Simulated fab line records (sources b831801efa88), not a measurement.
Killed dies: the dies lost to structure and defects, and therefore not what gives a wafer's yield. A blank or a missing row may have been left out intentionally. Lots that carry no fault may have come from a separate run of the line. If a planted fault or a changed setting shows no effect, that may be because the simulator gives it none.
Chamber matching || flow gf180mcu || 4 sister chambers for GF_V5_CMP_04 on cmp-01
The step polishes SiO2. 8 wafers are shown with their chamber, then 9 later ones without.

WAFERS PAIRED WITH THEIR CHAMBERS
{"wafer": "L470.3", "chamber": 1, "motor-current-A (A)": 11.5, "slurry-flow-ml-min": 150.0}
{"wafer": "L472.3", "chamber": 2, "motor-current-A (A)": 11.6, "slurry-flow-ml-min": 150.7}
{"wafer": "L472.6", "chamber": 0, "motor-current-A (A)": 10.7, "slurry-flow-ml-min": 149.3}
{"wafer": "L480.1", "chamber": 1, "motor-current-A (A)": 11.9, "slurry-flow-ml-min": 149.8}
{"wafer": "L480.4", "chamber": 0, "motor-current-A (A)": 10.2, "slurry-flow-ml-min": 150.6}
{"wafer": "L482.2", "chamber": 3, "motor-current-A (A)": 10.7, "slurry-flow-ml-min": 149.8}
{"wafer": "L482.3", "chamber": 2, "motor-current-A (A)": 11.3, "slurry-flow-ml-min": 150.3}
{"wafer": "L482.5", "chamber": 3, "motor-current-A (A)": 11.0, "slurry-flow-ml-min": 149.3}

WAFERS WITHOUT THEIR CHAMBER
{"wafer": "L484.2", "motor-current-A (A)": 11.3, "slurry-flow-ml-min": 149.9}
{"wafer": "L484.4", "motor-current-A (A)": 11.5, "slurry-flow-ml-min": 149.7}
{"wafer": "L484.5", "motor-current-A (A)": 11.2, "slurry-flow-ml-min": 149.9}
{"wafer": "L487.2", "motor-current-A (A)": 11.3, "slurry-flow-ml-min": 149.9}
{"wafer": "L487.4", "motor-current-A (A)": 11.7, "slurry-flow-ml-min": 149.9}
{"wafer": "L487.5", "motor-current-A (A)": 12.1, "slurry-flow-ml-min": 149.6}
{"wafer": "L486.2", "motor-current-A (A)": 11.2, "slurry-flow-ml-min": 150.4}
{"wafer": "L486.4", "motor-current-A (A)": 11.3, "slurry-flow-ml-min": 150.0}
{"wafer": "L486.6", "motor-current-A (A)": 11.4, "slurry-flow-ml-min": 149.7}

WHICH CHAMBER EACH WENT THROUGH
{"wafer": "L484.2", "from the rows above": "can't be placed: 2 or 1 or 3 or 0", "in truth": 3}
{"wafer": "L484.4", "from the rows above": "can't be placed: 1 or 2 or 3", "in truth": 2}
{"wafer": "L484.5", "from the rows above": "can't be placed: 3 or 2 or 1 or 0", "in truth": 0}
{"wafer": "L487.2", "from the rows above": "can't be placed: 2 or 1 or 3 or 0", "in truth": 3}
{"wafer": "L487.4", "from the rows above": "can't be placed: 1 or 2", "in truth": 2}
{"wafer": "L487.5", "from the rows above": "can't be placed: 1 or 2", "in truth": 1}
{"wafer": "L486.2", "from the rows above": "can't be placed: 2 or 1 or 3 or 0", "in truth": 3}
{"wafer": "L486.4", "from the rows above": "can't be placed: 2 or 1 or 3", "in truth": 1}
{"wafer": "L486.6", "from the rows above": "can't be placed: 1 or 2 or 3", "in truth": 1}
0 of 9 placed correctly. Unplaceable from these rows: 9, with the true chamber sitting among the candidates in 9. Placed wrongly: 0.
How it was worked out, from the rows above alone: a wafer's distance from a chamber is the root of the sum, over the readings, of the square of ((its reading less the chamber's mean) divided by the reading's scatter). If the next closest chamber is less than 2 further off than the closest, the wafer can't be placed; otherwise it belongs to the closest. For every chamber, the mean is computed from those of its wafers that are shown. The scatter is the square root of a quotient: the sum, over the shown wafers, of each reading's squared deviation from its chamber's mean, divided by wafers minus chambers.
